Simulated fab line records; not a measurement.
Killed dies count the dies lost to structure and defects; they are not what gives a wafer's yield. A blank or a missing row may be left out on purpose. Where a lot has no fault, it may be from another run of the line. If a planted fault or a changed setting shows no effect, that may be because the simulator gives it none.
Which of the tools did it?	flow sky130	36 wafers from 12 lots sampled at 5 of the route's 708 steps

WHAT THE GAUGES SHOWED, per wafer
SKY_VIA2_THK_MEAS_01.
lot	measured	on	VIA2_HDPCVD_THK (nm)
L782	day 35 01:51	film metro-04	1178 1188 1183
L783	day 35 09:56	film metro-01	1175 1187 1176
L784	day 35 16:43	film metro-04	1191 1177 1182
L786	day 36 16:21	film metro-04	1184 1195 1178
L787	day 36 18:57	film metro-03	1182 1178 1172
L788	day 37 05:07	film metro-04	1207 1211 1205
L794	day 39 03:33	film metro-01	1185 1182 1184
L798	day 40 04:41	film metro-04	1178 1173 1184
L799	day 40 15:18	film metro-01	1182 1185 1187
L800	day 40 23:02	film metro-03	1194 1190 1200
L805	day 41 21:56	film metro-04	1192 1190 1193
L804	day 42 00:59	film metro-04	1201 1198 1177

SKY_VIA4_THK_MEAS_01.
lot	measured	on	VIA4_HDPCVD_THK (nm)
L782	day 41 15:28	film metro-04	1752 1736 1726
L783	day 41 22:48	film metro-01	1743 1726 1733
L784	day 42 05:56	film metro-03	1739 1743 1741
L786	day 43 02:10	film metro-04	1733 1743 1752
L787	day 43 04:23	film metro-04	1732 1724 1728
L788	day 43 11:55	film metro-04	1748 1733 1766
L794	day 45 05:39	film metro-04	1776 1768 1761
L798	day 46 03:20	film metro-01	1761 2446 1769
L799	day 46 14:03	film metro-04	2456 1774 2422
L800	day 46 19:31	film metro-04	1739 1751 1757
L805	day 47 14:05	film metro-03	1755 1784 1755
L804	day 47 19:19	film metro-01	1735 1745 1756

WHICH TOOL RAN EACH LOT (tool, then ch and the chambers of the sampled wafers, then the start)
lot	SKY_METAL2_SPUTTER_04	SKY_VIA2_SPUTTER_20	SKY_VIA4_HDPCVD_00
L782	pvd sputter-01, day 33 22:05	pvd sputter-02, day 36 05:05	hdpcvd-02 ch 0,2, day 41 15:17
L783	pvd sputter-01, day 34 06:08	pvd sputter-03, day 36 12:54	hdpcvd-01 ch 1,2, day 41 22:37
L784	pvd sputter-01, day 34 13:38	pvd sputter-04, day 36 20:05	hdpcvd-01 ch 0,1,2, day 42 05:46
L786	pvd sputter-02, day 35 13:00	pvd sputter-03, day 37 18:58	hdpcvd-02 ch 0,1, day 43 02:00
L787	pvd sputter-01, day 35 15:57	pvd sputter-04, day 37 20:59	hdpcvd-02 ch 1,2, day 43 04:12
L788	pvd sputter-02, day 36 02:04	pvd sputter-02, day 38 07:29	hdpcvd-02 ch 0,2, day 43 11:43
L794	pvd sputter-01, day 38 02:03	pvd sputter-03, day 40 05:26	hdpcvd-02 ch 0,1, day 45 05:28
L798	pvd sputter-03, day 39 03:14	pvd sputter-03, day 41 05:41	hdpcvd-02 ch 0,1,2, day 46 03:10
L799	pvd sputter-01, day 39 13:51	pvd sputter-03, day 41 16:35	hdpcvd-02 ch 0,2, day 46 13:52
L800	pvd sputter-02, day 39 21:35	pvd sputter-02, day 42 00:01	hdpcvd-01 ch 0,1,2, day 46 19:24
L805	pvd sputter-01, day 40 20:55	pvd sputter-03, day 42 22:05	hdpcvd-01 ch 0,1,2, day 47 13:54
L804	pvd sputter-03, day 40 23:45	pvd sputter-03, day 43 01:26	hdpcvd-01 ch 0,2, day 47 19:08
- SKY_METAL2_SPUTTER_04: material TiN, target thk 70 nm, time 58.3 s.
- SKY_VIA2_SPUTTER_20: material TiN, target thk 20 nm, time 80 s.
- SKY_VIA4_HDPCVD_00: deposits SiO2, target thk 1750 nm, time 291.7 s.

WHAT THE TOOLS THEMSELVES READ (means of the sampled wafers that have a number; where no wafer has one, the mark that the record gives instead)
SKY_METAL2_SPUTTER_04.
lot	tool	throttle valve pct (%)
L782	pvd sputter-01	28.9
L783	pvd sputter-01	28.9
L784	pvd sputter-01	29.6
L786	pvd sputter-02	28.6
L787	pvd sputter-01	28.8
L788	pvd sputter-02	29.0
L794	pvd sputter-01	29.7
L798	pvd sputter-03	30.2
L799	pvd sputter-01	28.9
L800	pvd sputter-02	28.5
L805	pvd sputter-01	29.2
L804	pvd sputter-03	30.2

SKY_VIA2_SPUTTER_20.
lot	tool	throttle valve pct (%)
L782	pvd sputter-02	28.4
L783	pvd sputter-03	30.6
L784	pvd sputter-04	30.4
L786	pvd sputter-03	30.2
L787	pvd sputter-04	30.0
L788	pvd sputter-02	28.4
L794	pvd sputter-03	30.1
L798	pvd sputter-03	30.3
L799	pvd sputter-03	29.4
L800	pvd sputter-02	28.4
L805	pvd sputter-03	29.6
L804	pvd sputter-03	30.0

THE ANSWER, worked out from the rows above alone
Rule: usual is defined by the lots themselves. The widest of any qualifying gaps counts: lots, ordered by their means at a reading, are off when they make up no more than a third of the lots, leave a main group of 4 or more, and stand apart from it by 3 or more times the standard deviation of that group's means. Not used: any main group whose means are identical at the precision the tables above print for the reading. A lot without any number at a reading at which 4 lots or more have one is off too. All remaining lots with rows at the step are treated as sound. Order of review: gauges by route order, followed by the tools' own readings, for which a lot's mean as printed above is used. The first step at which some lot is off is used, and at that step the reading that is off furthest; a lot without a number counts as furthest.
Off: L798, L799, seen at SKY_VIA4_THK_MEAS_01 (VIA4_HDPCVD_THK). Mean 1746 nm and standard deviation 12 in the main group.
A tool fits if, at a process step before that reading, it ran every lot that is off, and no sound lot after the first of them. Gauges at SKY_VIA4_THK_MEAS_01: tried the same way as those tools. One fits: hdpcvd-02 at SKY_VIA4_HDPCVD_00. A fault onset in the window from L794 (day 45 05:28, its last sound lot) to L798 (day 46 03:10, its first lot off) fits.

WHAT THE SIMULATOR HAD PUT IN
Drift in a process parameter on hdpcvd-02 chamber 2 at SKY_VIA4_HDPCVD_00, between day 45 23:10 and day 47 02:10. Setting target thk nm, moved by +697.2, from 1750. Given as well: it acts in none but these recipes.
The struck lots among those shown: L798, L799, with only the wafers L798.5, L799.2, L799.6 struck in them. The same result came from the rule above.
